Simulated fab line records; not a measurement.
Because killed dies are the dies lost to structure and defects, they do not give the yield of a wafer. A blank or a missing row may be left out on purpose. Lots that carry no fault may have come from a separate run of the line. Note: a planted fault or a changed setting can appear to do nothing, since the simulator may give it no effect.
fab line records ; flow sky130
[record] lots = 11; wafers = 33; lastDay = 49
route steps=708 shown SONOS_ONO@181 POLY_GATE@228 PAD_OPEN@708
lots with no fault: from the same line, run without faults
startH: hours from the record's first day to the start of the lot's first wafer shown ; waitH: hours since the lot's step before ; " the same as in the row above ; L1.1+2: one row covering several wafers at once ; - either no value or no given start ; * or withheld: withheld ; < > ~ a bound
route shown NAME@n: NAME is a module with steps in the file, n the number in the route of the first one ; usual: mean/standard deviation of fault-free wafers ; same: alike in all rows ; chamber/n: place in a boat ; sites: per-site readings ; _std_site: standard deviation of those values ; _edge_site: outer sites' mean less inner sites' ; radiusMm: for every site, how far away it sits from the centre of the wafer ; mask NAME#n: copy n ; behind: the most recent tool/chamber to have shaped the wafer ; hold: the reason the lot was held/the length of the hold in hours/how it ended ; device: which transistor (n, p or np) failed to switch ; end of line: the same wafers' tests at the end of the route ; a step without rows: its recipe alone ; killed: count of dies lost to structure and defects at first sort (not the wafer's yield) ; map: dies across one wafer; x = killed, . = not, _ = none there
set.NAME: setting as actually run; set.NAME@STEP: the setting as run at that earlier step ; model.NAME: the simulator's own value behind a step, which no gauge read
a sample of lots followed through the steps of the route, with each step as a table and each wafer as a row
services: the hour from which a tool's chamber was out of use, counted from the record's first day as startH (under 0 if before that day), plus the number of hours and why
[[steps]]
[step SKY_SONOS_ONO_CD_MEAS_13]
[recipe] targetCdNm = 410
[usual] cdNm = 410/3.1
lot.wafer;tool;chamber;startH;waitH;cdNm
L868.2;cdSem-01;-;288.56;0.1;412
L868.3;cdSem-01;-;288.56;0.1;411
L868.4;cdSem-01;-;288.56;0.1;411
L869.1;cdSem-01;-;295.53;0.1;411
L869.5;cdSem-01;-;295.53;0.1;413
L869.6;cdSem-01;-;295.53;0.1;411
L870.2;cdSem-01;-;304.12;0.1;416
L870.5;cdSem-01;-;304.12;0.1;417
L870.6;cdSem-01;-;304.12;0.1;415
L872.1;cdSem-01;-;320.89;0.1;408
L872.2;cdSem-01;-;320.89;0.1;408
L872.6;cdSem-01;-;320.89;0.1;410
L874.2;cdSem-01;-;329.15;0.1;413
L874.3;cdSem-01;-;329.15;0.1;412
L874.4;cdSem-01;-;329.15;0.1;412
L876.3;cdSem-01;-;349.17;0.1;410
L876.4;cdSem-01;-;349.17;0.1;413
L876.6;cdSem-01;-;349.17;0.1;410
L879.1;cdSem-01;-;380.49;0.1;412
L879.2;cdSem-01;-;380.49;0.1;409
L879.6;cdSem-01;-;380.49;0.1;411
L880.2;cdSem-01;-;427.12;0.1;408
L880.3;cdSem-01;-;427.12;0.1;409
L880.5;cdSem-01;-;427.12;0.1;410
L882.2;cdSem-02;-;427.35;0.1;410
L882.4;cdSem-02;-;427.35;0.1;409
L882.5;cdSem-02;-;427.35;0.1;408
L883.4;cdSem-01;-;427.69;0.1;411
L883.5;cdSem-01;-;427.69;0.1;409
L883.6;cdSem-01;-;427.69;0.1;409
L885.4;cdSem-02;-;427.85;0.1;411
L885.5;cdSem-02;-;427.85;0.1;411
L885.6;cdSem-02;-;427.85;0.1;410
[step SKY_POLY_GATE_OVL_MEAS_14]
[usual] POLY_GATE_OVL = 1/4.6
lot.wafer;tool;chamber;startH;waitH;POLY_GATE_OVL[nm]
L868.2;overlay-01;-;379.41;0.1;3
L868.3;overlay-01;-;379.41;0.1;-2
L868.4;overlay-01;-;379.41;0.1;0
L869.1;overlay-01;-;384.15;0.1;2
L869.5;overlay-01;-;384.15;0.1;0
L869.6;overlay-01;-;384.15;0.1;3
L870.2;overlay-01;-;394.28;0.1;0
L870.5;overlay-01;-;394.28;0.1;1
L870.6;overlay-01;-;394.28;0.1;2
L872.1;overlay-01;-;413.70;0.1;3
L872.2;overlay-01;-;413.70;0.1;3
L872.6;overlay-01;-;413.70;0.1;6
L874.2;overlay-02;-;421.25;0.1;2
L874.3;overlay-02;-;421.25;0.1;2
L874.4;overlay-02;-;421.25;0.1;1
L876.3;overlay-02;-;444.36;0.1;-5
L876.4;overlay-02;-;444.36;0.1;-5
L876.6;overlay-02;-;444.36;0.1;-8
L879.1;overlay-02;-;480.95;0.1;1
L879.2;overlay-02;-;480.95;0.1;-5
L879.6;overlay-02;-;480.95;0.1;-1
L880.2;overlay-02;-;528.70;0.1;8
L880.3;overlay-02;-;528.70;0.1;8
L880.5;overlay-02;-;528.70;0.1;7
L882.2;overlay-02;-;529.05;0.1;7
L882.4;overlay-02;-;529.05;0.1;6
L882.5;overlay-02;-;529.05;0.1;6
L883.4;overlay-01;-;529.09;0.1;-2
L883.5;overlay-01;-;529.09;0.1;-12
L883.6;overlay-01;-;529.09;0.1;3
L885.4;overlay-01;-;531.54;0.1;1
L885.5;overlay-01;-;531.54;0.1;-3
L885.6;overlay-01;-;531.54;0.1;7
[step SKY_POLY_GATE_ETCH_16]
[recipe] stopOn = poly-Si; chemistry = CH3F/O2; target = Si3N4; sourceW = 400; biasW = 80; pressureMtorr = 25; ch3fFlowSccm = 40; O2_flow_sccm = 30; timeS = 147.5; targetDepthA = 750
[usual] drypumpMotorCurrentA = 5.8/0.6; oesProductAu = 0.641/0.0053; throttleValvePct = 10.535/0.009
lot.wafer;tool;chamber;startH;waitH;drypumpMotorCurrentA;oesProductAu;rfHoursCounterH;throttleValvePct
L868.2;rieDiel-01;1;379.52;0.0;6.3;0.645;5;10.519
L868.3;rieDiel-01;0;379.52;0.0;5.7;0.639;9;10.532
L868.4;rieDiel-01;2;379.52;0.0;6.2;0.643;-;10.517
L869.1;rieDiel-01;0;384.27;0.0;5.7;0.645;9;10.536
L869.5;rieDiel-01;2;384.27;0.0;6.2;0.648;-;10.526
L869.6;rieDiel-01;1;384.27;0.0;6.3;0.643;-;10.530
L870.2;rieDiel-03;0;394.39;0.0;4.7;0.637;72;10.522
L870.5;rieDiel-03;1;394.39;0.0;6.2;0.635;-;10.540
L870.6;rieDiel-03;2;394.39;0.0;6.5;0.635;-;10.523
L872.1;rieDiel-04;3;413.82;0.0;6.0;0.649;87;10.539
L872.2;rieDiel-04;1;413.82;0.0;5.5;0.637;20;10.545
L872.6;rieDiel-04;3;413.82;0.0;6.0;0.640;-;10.531
L874.2;rieDiel-03;0;421.37;0.0;4.7;0.643;73;10.522
L874.3;rieDiel-03;3;421.37;0.0;5.2;0.629;23;10.523
L874.4;rieDiel-03;2;421.37;0.0;6.5;0.634;4;10.545
L876.3;rieDiel-01;2;444.47;0.0;6.2;0.651;1;10.534
L876.4;rieDiel-01;1;444.47;0.0;6.3;0.641;7;10.528
L876.6;rieDiel-01;0;444.47;0.0;5.7;0.635;-;10.532
L879.1;rieDiel-03;2;481.07;0.0;6.5;0.639;5;10.540
L879.2;rieDiel-03;0;481.07;0.0;4.7;0.643;74;10.548
L879.6;rieDiel-03;0;481.07;0.0;4.7;0.652;-;10.524
L880.2;rieDiel-01;2;528.82;0.0;6.2;0.641;2;10.531
L880.3;rieDiel-01;1;528.82;0.0;6.3;0.636;8;10.521
L880.5;rieDiel-01;2;528.82;0.0;6.2;0.636;-;10.535
L882.2;rieDiel-04;0;529.17;0.0;5.8;0.638;50;10.540
L882.4;rieDiel-04;0;529.17;0.0;5.8;0.644;-;10.530
L882.5;rieDiel-04;1;529.17;0.0;5.5;0.645;-;10.534
L883.4;rieDiel-03;0;529.19;0.0;4.7;0.637;75;10.537
L883.5;rieDiel-03;3;529.19;0.0;5.2;0.639;-;10.528
L883.6;rieDiel-03;2;529.19;0.0;6.5;0.648;-;10.529
L885.4;rieDiel-04;2;531.69;0.0;6.9;0.638;-;10.537
L885.5;rieDiel-04;0;531.69;0.0;5.8;0.643;-;10.546
L885.6;rieDiel-04;1;531.69;0.0;5.5;0.640;-;10.559
[step SKY_POLY_GATE_OXIDATION_20]
[recipe] tempC = 850; ambient = O2; stabiliseS = 600; purgeS = 300; targetThkA = 40; oxTimeS = 899
[usual] spikeTcBottomC = 868.2/1.9; spikeTcCentreC = 849.2/1.8; spikeTcLowerC = 849.8/1.1; spikeTcTopC = 860.8/1.9; spikeTcUpperC = 850.7/1.3; tubeCenterTempC = 850/0.08; tube_center_temp_C_max = 852.2/0.39; zonePowerTopPct = 37.2/0.34; zonePowerUpperPct = 17.6/1
[same] stabiliseS = 600
lot.wafer;tool;chamber;startH;waitH;spikeTcBottomC;spikeTcCentreC;spikeTcLowerC;spikeTcTopC;spikeTcUpperC;tubeCenterTempC;tube_center_temp_C_max;zonePowerTopPct;zonePowerUpperPct
L868.2;furnace-02;0;381.83;2.0;867.3;849.3;850.4;859.5;851.1;849.97;852.7;37.2;18.3
L868.3;furnace-02;0;381.83;2.0;867.0;847.3;849.5;859.7;849.9;850;852.5;37.3;18.3
L868.4;furnace-02;0;381.83;2.0;866.1;848.0;849.1;860.5;850.7;849.92;852.4;38.2;18.8
L869.1;furnace-02;0;385.66;1.1;867.3;847.9;850.2;858.5;851.4;849.97;852.0;37.0;18.6
L869.5;furnace-02;0;385.66;1.1;865.9;848.1;850.9;858.7;851.7;850.06;852.1;37.5;18.6
L869.6;furnace-02;0;385.66;1.1;865.2;848.1;849.0;858.6;850.4;850.04;852.5;37.2;18.5
L870.2;furnace-01;0;394.70;0.0;868.2;852.9;851.1;863.7;848.1;850.05;852.5;37.2;16.6
L870.5;furnace-01;0;394.70;0.0;871.5;851.9;849.5;862.5;849.8;849.94;852.4;37.8;16.6
L870.6;furnace-01;0;394.70;0.0;869.1;851.4;849.1;862.6;851.3;850.13;852.1;36.4;16.3
L872.1;furnace-02;0;414.78;0.6;866.0;847.5;848.9;860.6;850.1;849.9;851.9;37.5;18.2
L872.2;furnace-02;0;414.78;0.6;866.0;848.0;848.7;859.3;852.2;849.95;852.3;37.6;18.3
L872.6;furnace-02;0;414.78;0.6;866.0;848.2;849.6;860.2;851.6;850.09;852.0;37.4;18.5
L874.2;furnace-01;0;422.69;1.0;871.2;851.5;850.8;865.6;850.8;850.05;852.5;37.6;16.3
L874.3;furnace-01;0;422.69;1.0;869.6;852.3;850.4;864.5;849.8;850.05;852.0;37.3;16.6
L874.4;furnace-01;0;422.69;1.0;869.2;849.8;851.9;863.4;848.5;850.03;852.2;37.5;16.4
L876.3;furnace-02;0;444.77;0.0;866.5;849.2;849.8;860.0;850.6;850.09;852.3;37.0;18.2
L876.4;furnace-02;0;444.77;0.0;866.4;849.1;851.4;859.8;851.8;850.03;851.6;37.6;18.4
L876.6;furnace-02;0;444.77;0.0;866.6;847.0;851.7;857.7;851.9;850.16;852.1;37.2;18.5
L879.1;furnace-01;0;482.47;1.1;869.5;852.2;852.2;862.2;850.2;850.09;854.1;36.8;16.5
L879.2;furnace-01;0;482.47;1.1;870.9;852.4;849.0;862.1;848.6;850.11;852.2;36.9;16.3
L879.6;furnace-01;0;482.47;1.1;870.9;853.1;850.3;862.2;850.1;849.97;851.9;37.4;16.3
L880.2;furnace-02;0;530.20;1.0;881.1;861.2;865.0;873.4;866.0;864.03;866.5;37.7;18.9
L880.3;furnace-02;0;530.20;1.0;881.5;863.1;864.3;873.6;866.1;864.1;865.9;38.5;18.6
L880.5;furnace-02;0;530.20;1.0;879.9;862.7;864.2;873.2;864.6;864.09;865.9;38.0;19.2
L882.2;furnace-02;0;530.20;0.7;880.6;861.1;864.5;872.3;864.4;863.99;865.6;37.9;18.8
L882.4;furnace-02;0;530.20;0.7;880.5;862.1;862.3;873.4;865.8;863.97;866.5;38.2;19.4
L882.5;furnace-02;0;530.20;0.7;879.4;862.9;864.5;872.9;865.8;864.08;866.4;37.8;19.2
L883.4;furnace-02;0;530.20;0.7;879.8;861.3;864.2;873.5;866.3;864.08;866.1;38.1;19.5
L883.5;furnace-02;0;530.20;0.7;880.9;862.7;863.8;872.6;866.1;864.04;866.2;38.8;19.1
L883.6;furnace-02;0;530.20;0.7;879.9;862.7;863.1;871.7;865.4;864.07;866.3;38.3;19.1
L885.4;furnace-02;0;531.99;0.0;879.4;861.9;863.4;871.9;865.5;864;866.1;38.1;19.1
L885.5;furnace-02;0;531.99;0.0;881.6;862.5;862.8;873.4;865.0;864.2;866.2;38.8;19.2
L885.6;furnace-02;0;531.99;0.0;883.5;863.2;862.2;874.4;865.3;864.12;866.0;38.1;19.1
[step SKY_POLY_GATE_THK_MEAS_21]
[recipe] reads = SiO2_of_POLY_GATE_OXIDATION_20
[usual] POLY_GATE_OXIDATION_THK = 3.99/0.072
lot.wafer;tool;chamber;startH;waitH;POLY_GATE_OXIDATION_THK[nm]
L868.2;filmMetro-03;-;383.09;0.0;3.88
L868.3;filmMetro-03;-;383.09;0.0;4.00
L868.4;filmMetro-03;-;383.09;0.0;3.96
L869.1;filmMetro-03;-;386.91;0.0;4.07
L869.5;filmMetro-03;-;386.91;0.0;4.01
L869.6;filmMetro-03;-;386.91;0.0;4.03
L870.2;filmMetro-03;-;395.96;0.0;3.91
L870.5;filmMetro-03;-;395.96;0.0;3.94
L870.6;filmMetro-03;-;395.96;0.0;3.85
L872.1;filmMetro-03;-;416.03;0.0;4.01
L872.2;filmMetro-03;-;416.03;0.0;3.97
L872.6;filmMetro-03;-;416.03;0.0;3.97
L874.2;filmMetro-02;-;423.95;0.0;4.03
L874.3;filmMetro-02;-;423.95;0.0;4.07
L874.4;filmMetro-02;-;423.95;0.0;4.08
L876.3;filmMetro-03;-;446.04;0.0;3.94
L876.4;filmMetro-03;-;446.04;0.0;4.04
L876.6;filmMetro-03;-;446.04;0.0;4.01
L879.1;filmMetro-04;-;483.72;0.0;3.92
L879.2;filmMetro-04;-;483.72;0.0;3.90
L879.6;filmMetro-04;-;483.72;0.0;3.98
L880.2;filmMetro-03;-;531.46;0.0;4.71
L880.3;filmMetro-03;-;531.46;0.0;4.73
L880.5;filmMetro-03;-;531.46;0.0;4.70
L882.2;filmMetro-04;-;531.46;0.0;4.80
L882.4;filmMetro-04;-;531.46;0.0;4.68
L882.5;filmMetro-04;-;531.46;0.0;4.84
L883.4;filmMetro-02;-;531.48;0.0;4.80
L883.5;filmMetro-02;-;531.48;0.0;4.74
L883.6;filmMetro-02;-;531.48;0.0;4.68
L885.4;filmMetro-04;-;533.27;0.0;4.69
L885.5;filmMetro-04;-;533.27;0.0;4.75
L885.6;filmMetro-04;-;533.27;0.0;4.77
[step SKY_PAD_OPEN_PROBE_99]
[usual] killed_at_M0_to_M3 = 43/6.8; killed_at_M4_up = 3.2/1.7; killedAtContacts = 24/5.6; killedAtFrontEnd = 15/4.7; killedAtOther = 0.3/0.59; killedDies = 86/10; killedOpen = 47/6.8; killedShort = 39/6.4
[same] grossDies = 492; killedAtBackSide = 0
lot.wafer;tool;chamber;startH;waitH;killed_at_M0_to_M3;killed_at_M4_up;killedAtContacts;killedAtFrontEnd;killedAtOther;killedDies;killedOpen;killedShort
L883.4;prober-01;-;1179.13;0.2;32;2;19;24;0;77;45;32
L883.5;prober-01;-;1179.18;0.2;35;7;32;29;0;103;61;42
// killed by level:class
L883.4 VIA1:geometricParticle:open=10 CONTACT:geometricParticle:open=9 FIELD_ISO:geometricParticle:open=8 POLY_GATE:geometricParticle:open=5 POLY_GATE:geometricParticle:short=5 LOCAL_INTERCONNECT:geometricParticle:short=5 METAL2:geometricParticle:short=4 VIA3:geometricParticle:short=4
L883.5 CONTACT:geometricParticle:open=14 POLY_GATE:geometricParticle:open=9 VIA1:geometricParticle:open=9 CONTACT:geometricParticle:short=9 FIELD_ISO:geometricParticle:open=8 METAL2:geometricParticle:short=7 LI_CONTACT:geometricParticle:open=6 METAL4:geometricParticle:short=6
[[services]]
tool;chamber;startH;hours;kind
rieDiel-04;-;368.71;15.6;pm
furnace-01;-;370.62;4.1;pm
rieDiel-01;3;373.32;11.0;repair
rieDiel-03;1;382.63;7.7;repair
rieDiel-01;1;397.25;1.7;repair
rieDiel-04;2;399.09;23.4;repair
rieDiel-01;2;408.17;-;clean
rieDiel-01;2;408.17;14.0;scheduledDown
rieDiel-01;2;408.17;14.0;ventCycle
rieDiel-03;2;445.80;2.8;repair
rieDiel-04;-;453.15;4.0;pm
furnace-01;-;469.32;3.2;pm
furnace-02;-;474.74;18.4;pm
rieDiel-04;2;478.06;-;clean
rieDiel-04;2;478.06;21.7;scheduledDown
rieDiel-04;2;478.06;21.7;ventCycle
rieDiel-04;3;481.43;9.0;repair
furnace-02;-;507.70;3.9;pm
furnace-01;-;514.81;1.6;pm
rieDiel-04;0;518.57;6.5;repair
rieDiel-03;-;524.43;0.6;repair
rieDiel-04;3;525.06;-;clean
rieDiel-04;3;525.06;25.3;scheduledDown
rieDiel-04;3;525.06;25.3;ventCycle
[[key]]
[firstSign] step = SKY_POLY_GATE_OXIDATION_20; reading = tubeCenterTempC; direction = up; sigmas = 99+; usual = *; struck = *
[effect] step = SKY_POLY_GATE_OXIDATION_20; reading = tube_center_temp_C_max; direction = up; sigmas = 36; usual = *; struck = *
[effect] step = SKY_POLY_GATE_THK_MEAS_21; reading = POLY_GATE_OXIDATION_THK; direction = up; sigmas = 10; usual = 3.99; struck = 4.74
metAt SKY_POLY_GATE_OXIDATION_20
struckLots L880,L882,L883,L885
testerLeftOut L880,L882,L883,L885
notActingAt SKY_SONOS_ONO_CD_MEAS_13,SKY_POLY_GATE_OVL_MEAS_14,SKY_POLY_GATE_ETCH_16
[fault] kind = processParameterDrift; tool = furnace-02; chamber = -; onsetH = 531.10; steps = SKY_POLY_GATE_OXIDATION_20; channel = tempC; offset = *; shape = step; endH = 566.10; actsIn = *; stated = *
// testerLeftOut: of these lots the tester's yield and bins aren't shown, on N5 and GAA mostly nor the transistor test; their killed dies are dies lost to structure and defects alone, not to doping, threshold or leakage, so they don't give the yield
